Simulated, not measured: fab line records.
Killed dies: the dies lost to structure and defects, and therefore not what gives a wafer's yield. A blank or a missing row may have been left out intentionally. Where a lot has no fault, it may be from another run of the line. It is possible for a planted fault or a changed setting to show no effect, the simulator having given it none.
What tool caused it? + flow gf180mcu + Sampling: 13 lots, 39 wafers, 4 of 602 route steps

== WHAT THE GAUGES SHOWED, per wafer ==
No reading from a measuring or inspecting step in the record can be judged against a usual standard deviation.

== WHICH TOOL RAN EACH LOT (tool, then ch and the chambers of the sampled wafers, then the start) ==
| lot  | GF_SALICIDE_RTA_08              | GF_M2_SPUTTER_02            | GF_M2_METAL_ETCH_16              | GF_V3_CVD_02                    |
|------|---------------------------------|-----------------------------|----------------------------------|---------------------------------|
| L330 | rtpAnneal-01 ch 0, day 15 11:05 | pvdSputter-04, day 18 10:40 | rieMetal-03 ch 0,1, day 19 11:32 | pecvd-04 ch 0,1,2, day 21 14:17 |
| L333 | rtpAnneal-01 ch 0, day 16 07:47 | pvdSputter-04, day 19 11:54 | rieMetal-03 ch 0,1, day 20 11:29 | pecvd-01 ch 0,1, day 22 14:25   |
| L334 | rtpAnneal-02 ch 0, day 16 12:33 | pvdSputter-02, day 19 14:59 | rieMetal-01 ch 0,1, day 20 14:11 | pecvd-03 ch 0,1, day 22 17:56   |
| L335 | rtpAnneal-01 ch 0, day 16 21:06 | pvdSputter-02, day 20 00:29 | rieMetal-01 ch 0,1, day 21 00:25 | pecvd-03 ch 0,1,2, day 23 02:17 |
| L336 | rtpAnneal-02 ch 0, day 17 01:55 | pvdSputter-04, day 20 05:34 | rieMetal-01 ch 0,1, day 21 05:48 | pecvd-03 ch 0,1, day 23 08:19   |
| L338 | rtpAnneal-01 ch 0, day 18 04:59 | pvdSputter-04, day 21 11:16 | rieMetal-01 ch 0,1, day 22 10:59 | pecvd-01 ch 1,2, day 24 12:05   |
| L339 | rtpAnneal-02 ch 0, day 18 09:53 | pvdSputter-03, day 21 16:09 | rieMetal-01 ch 0,1, day 22 15:44 | pecvd-01 ch 0,2, day 24 17:05   |
| L346 | rtpAnneal-02 ch 0, day 21 03:37 | pvdSputter-02, day 24 06:12 | rieMetal-03 ch 1, day 25 04:15   | pecvd-03 ch 0,1,2, day 27 01:37 |
| L348 | rtpAnneal-02 ch 0, day 21 20:02 | pvdSputter-04, day 24 20:35 | rieMetal-01 ch 0, day 25 17:27   | pecvd-03 ch 0,1, day 27 13:56   |
| L349 | rtpAnneal-01 ch 0, day 21 23:04 | pvdSputter-03, day 24 23:46 | rieMetal-01 ch 0,1, day 25 21:18 | pecvd-01 ch 0,1,2, day 27 18:20 |
| L350 | rtpAnneal-01 ch 0, day 22 05:35 | pvdSputter-02, day 25 06:43 | rieMetal-01 ch 0,1, day 26 03:53 | pecvd-03 ch 0,2, day 27 23:56   |
| L351 | rtpAnneal-02 ch 0, day 22 12:57 | pvdSputter-02, day 25 12:41 | rieMetal-01 ch 0,1, day 26 10:07 | pecvd-01 ch 0,2, day 28 07:43   |
| L353 | rtpAnneal-02 ch 0, day 23 04:41 | pvdSputter-04, day 26 03:28 | rieMetal-04 ch 0,1, day 26 23:44 | pecvd-03 ch 0,1, day 28 18:25   |
- GF_SALICIDE_RTA_08: time 30 s.
- GF_M2_SPUTTER_02: material AlCu, target thk 450 nm, time 23.9 s.
- GF_M2_METAL_ETCH_16: etches the open film in Cl2/BCl3, stops on SiO2, target depth 627.5 nm, time 104.6 s.
- GF_V3_CVD_02: deposits SiO2 from TEOS, target thk 850 nm, time 94.851 s.

== WHAT THE TOOLS THEMSELVES READ (means of the sampled wafers that have a number; where no wafer has one, the mark that the record gives instead) ==
GF_SALICIDE_RTA_08. Usual: lampPowerPct 16.6 %, standard deviation 0.58; wafer_temp_C_max 805.6, standard deviation 2.
| lot  | tool         | lampPowerPct (%) | wafer_temp_C_max | flag |
|------|--------------|------------------|------------------|------|
| L330 | rtpAnneal-01 | 17.1             | 806.3            |      |
| L333 | rtpAnneal-01 | 17.1             | 806.9            |      |
| L334 | rtpAnneal-02 | 15.9             | 803.2            |      |
| L335 | rtpAnneal-01 | 17.1             | 807.4            |      |
| L336 | rtpAnneal-02 | 15.9             | 803.7            |      |
| L338 | rtpAnneal-01 | 17.1             | 807.4            |      |
| L339 | rtpAnneal-02 | 15.9             | 803.9            |      |
| L346 | rtpAnneal-02 | 15.9             | 803.7            |      |
| L348 | rtpAnneal-02 | 15.9             | 803.9            |      |
| L349 | rtpAnneal-01 | 17.1             | 807.2            |      |
| L350 | rtpAnneal-01 | 17.1             | 807.0            |      |
| L351 | rtpAnneal-02 | 15.9             | 803.1            |      |
| L353 | rtpAnneal-02 | 16.0             | 804.3            |      |

GF_M2_SPUTTER_02. Usual: throttleValvePct reads 30.3 % (standard deviation 0.91).
| lot  | tool          | throttleValvePct (%) | flag |
|------|---------------|----------------------|------|
| L330 | pvdSputter-04 | 29.8                 |      |
| L333 | pvdSputter-04 | 29.8                 |      |
| L334 | pvdSputter-02 | 30.5                 |      |
| L335 | pvdSputter-02 | 30.6                 |      |
| L336 | pvdSputter-04 | 31.0                 |      |
| L338 | pvdSputter-04 | 30.0                 |      |
| L339 | pvdSputter-03 | 30.8                 |      |
| L346 | pvdSputter-02 | 30.3                 |      |
| L348 | pvdSputter-04 | 29.5                 |      |
| L349 | pvdSputter-03 | 31.0                 |      |
| L350 | pvdSputter-02 | 30.6                 |      |
| L351 | pvdSputter-02 | 30.5                 |      |
| L353 | pvdSputter-04 | 30.4                 |      |

GF_M2_METAL_ETCH_16. Usual: biasW 140.0 W, standard deviation 0.37; drypumpMotorCurrentA 5.8 A, standard deviation 0.5; oesProductAu 0.971 a.u., standard deviation 0.0064; throttleValvePct 28.251 %, standard deviation 0.011.
| lot  | tool        | biasW (W) | drypumpMotorCurrentA (A) | oesProductAu (a.u.) | throttleValvePct (%) | flag |
|------|-------------|-----------|--------------------------|---------------------|----------------------|------|
| L330 | rieMetal-03 | 139.9     | 6.2                      | 0.970               | 28.260               |      |
| L333 | rieMetal-03 | 139.9     | 5.9                      | 0.966               | 28.267               |      |
| L334 | rieMetal-01 | 139.9     | 5.3                      | 0.973               | 28.256               |      |
| L335 | rieMetal-01 | 139.5     | 5.5                      | 0.970               | 28.254               |      |
| L336 | rieMetal-01 | 125.8     | 5.3                      | 0.967               | 28.251               | OFF  |
| L338 | rieMetal-01 | 125.8     | 5.3                      | 0.964               | 28.265               | OFF  |
| L339 | rieMetal-01 | 125.6     | 5.4                      | 0.971               | 28.249               | OFF  |
| L346 | rieMetal-03 | 139.9     | 5.6                      | 0.972               | 28.248               |      |
| L348 | rieMetal-01 | 140.1     | 5.1                      | 0.968               | 28.256               |      |
| L349 | rieMetal-01 | 140.0     | 5.4                      | 0.972               | 28.249               |      |
| L350 | rieMetal-01 | 139.6     | 5.3                      | 0.970               | 28.256               |      |
| L351 | rieMetal-01 | 140.2     | 5.4                      | 0.976               | 28.247               |      |
| L353 | rieMetal-04 | 140.3     | 6.2                      | 0.970               | 28.253               |      |

GF_V3_CVD_02. Usual: heaterPowerW reads 678 W (standard deviation 81).
| lot  | tool     | heaterPowerW (W) | flag |
|------|----------|------------------|------|
| L330 | pecvd-04 | 708              |      |
| L333 | pecvd-01 | 717              |      |
| L334 | pecvd-03 | 666              |      |
| L335 | pecvd-03 | 661              |      |
| L336 | pecvd-03 | 626              |      |
| L338 | pecvd-01 | 638              |      |
| L339 | pecvd-01 | 745              |      |
| L346 | pecvd-03 | 634              |      |
| L348 | pecvd-03 | 623              |      |
| L349 | pecvd-01 | 699              |      |
| L350 | pecvd-03 | 553              |      |
| L351 | pecvd-01 | 700              |      |
| L353 | pecvd-03 | 632              |      |

== THE ANSWER, worked out from the rows above alone ==
Rule: a lot is off if the mean of its wafers that have a number lies more than 3 standard deviations from the usual mean. Also off: a lot with no number at a reading for which 4 or more lots have one. Where the step has rows for the other lots, those lots are counted as sound. After the gauges, taken in route order, come the tools' own readings; for these a lot's mean is taken, as printed above. The first step at which some lot is off is used, and at that step the reading that is off furthest; a lot without a number counts as furthest.
Off: L336, L338, L339, at GF_M2_METAL_ETCH_16 (biasW).
A tool fits if, at that step or a process step before it, it ran every lot that is off, and no sound lot after the first of them. None of those tried fits.

== WHAT WAS PUT IN BY THE SIMULATOR ==
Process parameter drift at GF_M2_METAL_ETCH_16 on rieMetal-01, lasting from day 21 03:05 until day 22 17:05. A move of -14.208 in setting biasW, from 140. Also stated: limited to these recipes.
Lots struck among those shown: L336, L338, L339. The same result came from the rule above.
